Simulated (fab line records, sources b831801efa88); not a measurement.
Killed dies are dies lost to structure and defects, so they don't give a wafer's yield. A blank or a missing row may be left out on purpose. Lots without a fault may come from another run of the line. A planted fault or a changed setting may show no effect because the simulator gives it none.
A struck lot beside a sound one | flow sky130 | 31 steps out of a route of 708
Sound: wafers L274.2, L274.3, L274.6. Struck: wafers L282.2, L282.3, L282.6. The cause comes at the end.
At each step with rows: each side's tool, then ch and its chambers, then its first start. Under that, the readings that differ: sound wafers | struck wafers | difference of the means | sigmas: that difference in standard deviations of wafers without a fault.
alike: readings whose means differ by less than 2 such deviations, and words and numbers that are the same on both sides. not compared: withheld readings, readings that some wafer has no value for, bounds like >300 that may hide the same value, and numbers for which the record gives no deviation and whose values overlap.
The two part at a step that has a row with sigmas, a row that says differs or no value, or rows on one side only. Numbers that don't overlap but have no deviation are shown without sigmas and don't part them. A reading that every wafer of one side lacks parts them only if that side has two wafers or more.

SKY_LI_CONTACT_OVL_MEAS_13:
  sound on overlay-02, day 31 15:10; struck on overlay-01, day 35 05:43
  alike: LI_CONTACT_OVL
then, 2 steps without rows for these wafers: SKY_LI_CONTACT_ETCH_14 (etches BARC in N2/H2, stops on SiO2, time 45.9 s, target depth 60 nm); SKY_LI_CONTACT_ETCH_15 (etches PSG in C4F8/O2/Ar, stops on Si, target depth 600 nm).
SKY_LI_CONTACT_STRIP_16: strips in O2/N2.
  sound on plasma_asher-01 ch 0, day 31 15:19; struck on plasma_asher-03 ch 0,1, day 35 05:52
  alike: drypump_motor_current_A, o2_flow_sccm, oes_product_au, strip_time_to_endpoint_s
  not compared: rf_hours_counter_h
then, 2 steps without rows for these wafers: SKY_LI_CONTACT_CLEAN_17 (cleans in NMP, time 600 s); SKY_LI_CONTACT_PRE_CLEAN_18 (time 5.6 s).
SKY_LI_CONTACT_SPUTTER_19: material Ti, target thk 20 nm, time 106.37 s.
  sound on pvd_sputter-04, day 31 15:37; struck on pvd_sputter-01, day 35 06:10
  alike: cathode_dc_power_W, throttle_valve_pct
SKY_LI_CONTACT_SPUTTER_20: material TiN, target thk 20 nm, time 80 s.
  sound on pvd_sputter-04, day 31 15:41; struck on pvd_sputter-01, day 35 06:15
  alike: cathode_dc_power_W, throttle_valve_pct
then, 1 step without rows for these wafers: SKY_LI_CONTACT_CVD_21 (deposits W, target thk 400 nm, time 120.56 s).
SKY_LI_CONTACT_RS_MEAS_22: measures by four-point-probe.
  sound on film_metro-01, day 31 15:54; struck on film_metro-03, day 35 06:27
  alike: LI_CONTACT_W_RS
SKY_LI_CONTACT_THK_MEAS_23: measures by xrf.
  sound on film_metro-01, day 31 16:01; struck on film_metro-03, day 35 06:34
  reading               | sound       | struck      | difference | sigmas
  LI_CONTACT_W_THK (nm) | 405 400 403 | 420 419 420 | +17        | +2
SKY_LI_CONTACT_CMP_24: polishes, stops on PSG, t overpolish 20 s, target thk 0 nm.
  sound on cmp-02 ch 0,1,3, day 31 16:07; struck on cmp-01 ch 1,2,3, day 35 06:43
  alike: edge_zone_pressure_frac, motor_current_A, overpolish_run_s, retaining_ring_pressure_frac, time_to_endpoint_s
SKY_LOCAL_INTERCONNECT_SPUTTER_00: material TiN, target thk 100 nm, time 83.3 s.
  sound on pvd_sputter-02, day 31 16:22; struck on pvd_sputter-02, day 35 06:55
  reading                                                | sound                | struck               | difference | sigmas
  cathode_dc_power_W (W)                                 | 6500.5 6499.7 6498.4 | 5336.5 5334.9 5337.1 | -1163.4    | -99 or more
  model.TiN_of_LOCAL_INTERCONNECT_SPUTTER_00.thk_nm (nm) | 99.81 101 99.87      | 81.73 81.57 81.19    | -18.73     |
  alike: throttle_valve_pct
SKY_LOCAL_INTERCONNECT_RS_MEAS_01: measures by four-point-probe.
  sound on film_metro-01, day 31 16:26; struck on film_metro-03, day 35 07:00
  reading                            | sound             | struck            | difference | sigmas
  LOCAL_INTERCONNECT_TIN_RS (ohm/sq) | 14.16 14.00 14.15 | 17.48 17.51 17.59 | +3.42      | +23
SKY_LOCAL_INTERCONNECT_THK_MEAS_02: measures by xrf.
  sound on film_metro-01, day 31 16:33; struck on film_metro-03, day 35 07:07
  reading                         | sound          | struck         | difference | sigmas
  LOCAL_INTERCONNECT_TIN_THK (nm) | 98.4 99.3 98.3 | 81.5 80.9 80.6 | -17.7      | -14
then, 8 steps without rows for these wafers: SKY_LOCAL_INTERCONNECT_DEHYDRATE_03 (time 60 s); SKY_LOCAL_INTERCONNECT_HMDS_04 (prime time 60 s); SKY_LOCAL_INTERCONNECT_COAT_05 (resist thk 60 nm); SKY_LOCAL_INTERCONNECT_COAT_06 (resist thk 450 nm); SKY_LOCAL_INTERCONNECT_SOFTBAKE_07 (time 90 s); SKY_LOCAL_INTERCONNECT_EXPOSE_08 (exposes mask LI1M, target cd 170 nm); SKY_LOCAL_INTERCONNECT_PEB_09; SKY_LOCAL_INTERCONNECT_DEVELOP_10 (develop time 60 s).
SKY_LOCAL_INTERCONNECT_CD_MEAS_11: target cd 170 nm.
  sound on cd_sem-01, day 32 19:25; struck on cd_sem-01, day 36 09:04
  alike: cd_nm
SKY_LOCAL_INTERCONNECT_OVL_MEAS_12:
  sound on overlay-01, day 32 19:31; struck on overlay-01, day 36 09:10
  alike: LOCAL_INTERCONNECT_OVL
then, 1 step without rows for these wafers: SKY_LOCAL_INTERCONNECT_ETCH_13 (etches BARC in N2/H2, stops on SiO2, time 45.9 s, target depth 60 nm).
SKY_LOCAL_INTERCONNECT_METAL_ETCH_14: etches TiN in Cl2/BCl3, stops on PSG, target depth 110 nm, time 31.4 s.
  sound on rie_metal-03 ch 0,1, day 32 19:37; struck on rie_metal-03 ch 0,1, day 36 09:16
  reading                | sound                | struck               | difference | sigmas
  oes_product_au (a.u.)  | 0.937 0.949 0.950    | 0.834 0.842 0.834    | -0.109     | -14
  throttle_valve_pct (%) | 21.887 21.903 21.907 | 21.962 21.961 21.961 | +0.062     | +6
  alike: drypump_motor_current_A
  not compared: rf_hours_counter_h
SKY_LOCAL_INTERCONNECT_STRIP_15: strips in O2/N2.
  sound on plasma_asher-02 ch 1, day 32 19:40; struck on plasma_asher-01 ch 0, day 36 09:19
  reading             | sound          | struck         | difference | sigmas
  o2_flow_sccm (sccm) | 3003 2997 2986 | 3018 3019 3002 | +18        | +2
  alike: drypump_motor_current_A, oes_product_au, strip_time_to_endpoint_s
  not compared: rf_hours_counter_h
SKY_LOCAL_INTERCONNECT_STRIP_16: strips in post etch residue remover, time 1200 s.
  sound on wet_bench-03 ch 1, day 32 19:46; struck on wet_bench-04 ch 0, day 36 09:25
  reading                                                | sound             | struck            | difference | sigmas
  model.TiN_of_LOCAL_INTERCONNECT_SPUTTER_00.thk_nm (nm) | 99.39 100.6 99.45 | 81.31 81.15 80.78 | -18.73     |
then, 1 step without rows for these wafers: SKY_LOCAL_INTERCONNECT_CLEAN_17 (cleans in IPA, time 180 s).
-- the record jumps here: 14 days lie between the struck wafers' starts before and after (it left off in module LOCAL_INTERCONNECT and takes up again in module PAD_OPEN, whose first step shown is number 708 of the route) --
SKY_PAD_OPEN_PROBE_99:
  sound on prober-02, day 47 16:23; struck on prober-02, day 50 02:20
  reading                        | sound             | struck            | difference | sigmas
  model.etest.res_li.line_ohm_um | 76.04 74.13 75.49 | 91.45 92.25 92.2  | +16.75     |
  model.etest.res_li.rs_ohm_sq   | 12.84 12.76 12.85 | 15.67 15.79 15.76 | +2.92      |
  model.etest.mcon_chain.rc_ohm  | 17.24 16.29 16.9  | 17.85 17.58 17.54 | +0.85      |
  alike: killed_at_M0_to_M3, killed_at_M4_up, killed_at_contacts, killed_at_front_end, killed_at_other, killed_dies, killed_open, killed_short

WHERE THEY PART
First at SKY_LI_CONTACT_THK_MEAS_23; last, within this record, at SKY_LOCAL_INTERCONNECT_STRIP_15. Later steps at which nothing parts them and some readings are alike: SKY_PAD_OPEN_PROBE_99.

WHY: what the simulator had put in
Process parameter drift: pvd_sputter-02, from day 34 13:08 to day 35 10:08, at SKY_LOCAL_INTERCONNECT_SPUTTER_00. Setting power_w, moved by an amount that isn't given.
